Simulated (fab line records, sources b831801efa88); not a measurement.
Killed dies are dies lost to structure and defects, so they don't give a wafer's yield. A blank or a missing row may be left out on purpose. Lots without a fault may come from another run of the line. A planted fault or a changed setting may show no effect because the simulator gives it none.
Tool commonality check | flow gf180mcu | 12 lots, 36 wafers sampled

WHY IT WAS OPENED
At GF_VT_IMPLANT_TW_MEAS_43 the reading VT_IMPLANT_4_TW is flagged on 1 of 12 lots. Wafers without a fault read 681, standard deviation 4.6.
Rule: a lot is flagged when every wafer of it that has a number lies more than 4 standard deviations from that mean, or none has a number. The other lots count as sound.

lot  | measured     | on            | VT_IMPLANT_4_TW, wafer by wafer | flag
L503 | day 7 23:10  | film_metro-01 | 688 685 684                     |
L504 | day 8 07:40  | film_metro-01 | 682 684 683                     |
L506 | day 8 10:47  | film_metro-04 | 681 682 685                     |
L505 | day 8 11:46  | film_metro-01 | 679 682 682                     |
L507 | day 8 21:35  | film_metro-01 | 681 682 682                     |
L508 | day 9 03:10  | film_metro-04 | 33 33 33                        | FLAGGED
L520 | day 13 08:19 | film_metro-04 | 682 685 682                     |
L521 | day 13 08:56 | film_metro-01 | 680 681 680                     |
L523 | day 13 20:47 | film_metro-01 | 687 686 686                     |
L522 | day 13 22:08 | film_metro-01 | 684 681 681                     |
L524 | day 14 13:01 | film_metro-02 | 672 672 674                     |
L525 | day 14 16:38 | film_metro-04 | 683 682 684                     |
The numbers of the flagged lots are 33 on average: -648 against the usual, or -99 or more standard deviations.

WHICH TOOL RAN EACH LOT
The record holds 2 process steps before the reading, out of a route of 602 steps. In each cell: the tool, then ch and the chambers that the sampled wafers went through, then the start.
lot  | flag    | GF_VT_IMPLANT_STRIP_31               | GF_VT_IMPLANT_STRIP_42
L503 |         | plasma_asher-02 ch 0,1, day 7 08:16  | plasma_asher-04 ch 0,1, day 7 23:04
L504 |         | plasma_asher-01 ch 0,1, day 7 15:59  | plasma_asher-02 ch 0,1, day 8 07:34
L506 |         | plasma_asher-02 ch 0,1, day 7 18:25  | plasma_asher-01 ch 0,1, day 8 10:41
L505 |         | plasma_asher-01 ch 0,1, day 7 19:56  | plasma_asher-02 ch 0,1, day 8 11:40
L507 |         | plasma_asher-04 ch 0,1, day 8 05:25  | plasma_asher-01 ch 0,1, day 8 21:28
L508 | FLAGGED | plasma_asher-04 ch 0,1, day 8 10:23  | plasma_asher-04 ch 0,1, day 9 03:04
L520 |         | plasma_asher-04 ch 0,1, day 12 12:52 | plasma_asher-04 ch 0,1, day 13 08:13
L521 |         | plasma_asher-02 ch 0,1, day 12 13:10 | plasma_asher-02 ch 0,1, day 13 08:50
L523 |         | plasma_asher-01 ch 0,1, day 13 00:52 | plasma_asher-02 ch 0,1, day 13 20:40
L522 |         | plasma_asher-01 ch 0,1, day 13 01:34 | plasma_asher-04 ch 0,1, day 13 22:01
L524 |         | plasma_asher-04 ch 0,1, day 13 16:23 | plasma_asher-04 ch 0,1, day 14 12:55
L525 |         | plasma_asher-04 ch 0,1, day 13 19:53 | plasma_asher-04 ch 0,1, day 14 16:32
What these steps do:
- GF_VT_IMPLANT_STRIP_31: strips in O2/N2.
- GF_VT_IMPLANT_STRIP_42: strips in O2/N2.
- GF_VT_IMPLANT_TW_MEAS_43

FLAGGED OVER TOTAL, TOOL BY TOOL (the gauges that took the reading come last)
step                     | tool            | lots run | flagged | share of the flagged lots | sound lots run after its first flagged lot
GF_VT_IMPLANT_STRIP_31   | plasma_asher-01 | 4        | 0       | none                      | -
GF_VT_IMPLANT_STRIP_31   | plasma_asher-02 | 3        | 0       | none                      | -
GF_VT_IMPLANT_STRIP_31   | plasma_asher-04 | 5        | 1       | all                       | 3 (L520,L524,L525)
GF_VT_IMPLANT_STRIP_42   | plasma_asher-01 | 2        | 0       | none                      | -
GF_VT_IMPLANT_STRIP_42   | plasma_asher-02 | 4        | 0       | none                      | -
GF_VT_IMPLANT_STRIP_42   | plasma_asher-04 | 6        | 1       | all                       | 4 (L520,L522,L524,L525)
GF_VT_IMPLANT_TW_MEAS_43 | film_metro-01   | 7        | 0       | none                      | -
GF_VT_IMPLANT_TW_MEAS_43 | film_metro-02   | 1        | 0       | none                      | -
GF_VT_IMPLANT_TW_MEAS_43 | film_metro-04   | 4        | 1       | all                       | 2 (L520,L525)

WHAT THE TABLE ALLOWS
3 rows of the table ran every flagged lot: plasma_asher-04 at GF_VT_IMPLANT_STRIP_31, plasma_asher-04 at GF_VT_IMPLANT_STRIP_42, film_metro-04 at GF_VT_IMPLANT_TW_MEAS_43.
- plasma_asher-04 at GF_VT_IMPLANT_STRIP_31: 1 of its 5 lots flagged. Sound lots ran on it after the first flagged one (L520, L524, L525), which a lasting fault on the whole tool wouldn't allow. Its own readings lie more than 4 standard deviations out on every wafer of the flagged lots: oes_product_au.
- plasma_asher-04 at GF_VT_IMPLANT_STRIP_42: 1 of its 6 lots flagged. Sound lots ran on it after the first flagged one (L520, L522, L524, L525), which a lasting fault on the whole tool wouldn't allow. Its own readings lie more than 4 standard deviations out on every wafer of the flagged lots: strip_time_to_endpoint_s.
- film_metro-04 at GF_VT_IMPLANT_TW_MEAS_43: 1 of its 4 lots flagged. Sound lots ran on it after the first flagged one (L520, L525), which a lasting fault on the whole tool wouldn't allow.
No row of the table ran every flagged lot and no sound lot after the first.

WHAT THE SIMULATOR HAD PUT IN
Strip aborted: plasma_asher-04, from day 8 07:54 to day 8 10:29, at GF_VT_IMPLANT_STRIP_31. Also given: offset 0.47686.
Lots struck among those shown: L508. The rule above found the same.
